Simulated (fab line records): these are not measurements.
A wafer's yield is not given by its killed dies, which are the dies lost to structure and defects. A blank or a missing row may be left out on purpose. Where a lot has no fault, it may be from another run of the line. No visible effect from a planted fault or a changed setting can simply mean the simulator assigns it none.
A struck lot beside a sound one || flow sky130 || 22 steps out of a route of 708
Sound: the wafers L980.1, L980.3, L980.5. Wafers L986.2, L986.4, L986.6 were the ones struck. The cause comes at the end.
Order at every step that has rows: each side's tool, ch and its chambers, its first start. Under that, the readings that differ: sound wafers || struck wafers || difference of the means || sigmas: that difference in standard deviations of wafers without a fault.
alike: a reading whose means differ by less than 2 such deviations, as well as words and numbers matching on both sides. not compared: withheld readings; readings where some wafer has no value; bounds like >300 that might hide an equal value; numbers whose values overlap and for which the record gives no deviation.
A row with sigmas, a row that says differs or no value, or rows on one side alone: a step with any of these is where the two part. Numbers that have no deviation but don't overlap get no sigmas and don't part them. A reading missing from all wafers of one side parts the sides only when that side holds two or more wafers.

first, 4 steps without rows for these wafers: SKY_NWELL_SOFTBAKE_06; SKY_NWELL_EXPOSE_07 (exposes mask NWM, target cd 840 nm); SKY_NWELL_PEB_08; SKY_NWELL_DEVELOP_09 (develop time 60 s).
SKY_NWELL_OVL_MEAS_10:
  sound on overlay-01 at day 7 13:54; struck on overlay-01 at day 8 22:20
  alike: NWELL_00_OVL
then, 3 steps without rows for these wafers: SKY_NWELL_IMPLANT_11; SKY_NWELL_IMPLANT_12; SKY_NWELL_IMPLANT_13.
SKY_NWELL_STRIP_14: strips in O2/N2.
  sound on plasma-asher-04 ch 1, day 7 14:23; struck on plasma-asher-04 ch 0,1, day 8 22:49
  alike: drypump-motor-current-A, oes-product-au, strip-time-to-endpoint-s
  not compared: rf-hours-counter-h
SKY_NWELL_TW_MEAS_15:
  sound on film-metro-03 at day 7 14:29; struck on film-metro-03 at day 8 22:55
  alike: NWELL_TW
then, 2 steps without rows for these wafers: SKY_NWELL_DEHYDRATE_16 (time 60 s); SKY_NWELL_HMDS_17 (prime time 60 s).
SKY_NWELL_COAT_18: resist thk 3000 nm.
  sound on litho-track-02 ch 0, day 8 00:16; struck on litho-track-02 ch 0, day 9 07:45
{"reading": "model.coat_of_NWELL_COAT_18.thk-nm (nm)", "sound": "2998 2991 2997", "struck": "2391 2390 2385", "difference": -607, "sigmas": ""}
then, 3 steps without rows for these wafers: SKY_NWELL_SOFTBAKE_19; SKY_NWELL_EXPOSE_20 (exposes mask NWM COMPLEMENT, target cd 840 nm); SKY_NWELL_PEB_21.
SKY_NWELL_DEVELOP_22: develop time 60 s.
  sound on litho-track-04 ch 0; struck on litho-track-04 ch 0
{"reading": "model.coat_of_NWELL_COAT_18.thk-nm (nm)", "sound": "2993 2986 2993", "struck": "2387 2386 2381", "difference": -606, "sigmas": ""}
SKY_NWELL_OVL_MEAS_23:
  sound on overlay-02 at day 8 10:49; struck on overlay-01 at day 9 20:10
  alike: NWELL_01_OVL
next, for these wafers, 1 step has no rows: SKY_NWELL_IMPLANT_24.
SKY_NWELL_STRIP_25: strips in O2/N2.
  sound on plasma-asher-03 ch 0,1, day 8 10:59; struck on plasma-asher-03 ch 0,1, day 9 20:20
{"reading": "strip-time-to-endpoint-s (s)", "sound": "36.87 36.80 36.88", "struck": "29.90 29.88 29.82", "difference": -6.98, "sigmas": -63}
  alike: drypump-motor-current-A, oes-product-au
  not compared: rf-hours-counter-h
SKY_NWELL_TW_MEAS_26:
  sound on film-metro-03 at day 8 11:05; struck on film-metro-02 at day 9 20:27
{"reading": "NWELL_2_TW", "sound": "507 506 507", "struck": "500 495 497", "difference": -9, "sigmas": -3}
-- the record jumps here: 40 days lie between the struck wafers' starts before and after (it left off in module NWELL and takes up again in module PAD_OPEN, whose first step shown is number 708 of the route) --
SKY_PAD_OPEN_PROBE_99:
  sound on prober-02 at day 48 23:35; struck on prober-01 at day 49 22:26
{"reading": "model.etest.res-iso-pwell.width-nm (nm)", "sound": "2634 2644 2623", "struck": "2690 2688 2686", "difference": "+54", "sigmas": ""}
{"reading": "model.etest.res-nwell.width-nm (nm)", "sound": "840.5 836 844.9", "struck": "828.6 822.9 823.3", "difference": -15.5, "sigmas": ""}
  alike: killed_at_M0_to_M3, killed_at_M4_up, killed-at-contacts, killed-at-front-end, killed-at-other, killed-dies, killed-open, killed-short

## WHERE THEY PART
Earliest at SKY_NWELL_STRIP_25; latest, in this record, at SKY_NWELL_TW_MEAS_26. Later steps at which nothing parts them and some readings are alike: SKY_PAD_OPEN_PROBE_99.

WHY: what had been put in by the simulator
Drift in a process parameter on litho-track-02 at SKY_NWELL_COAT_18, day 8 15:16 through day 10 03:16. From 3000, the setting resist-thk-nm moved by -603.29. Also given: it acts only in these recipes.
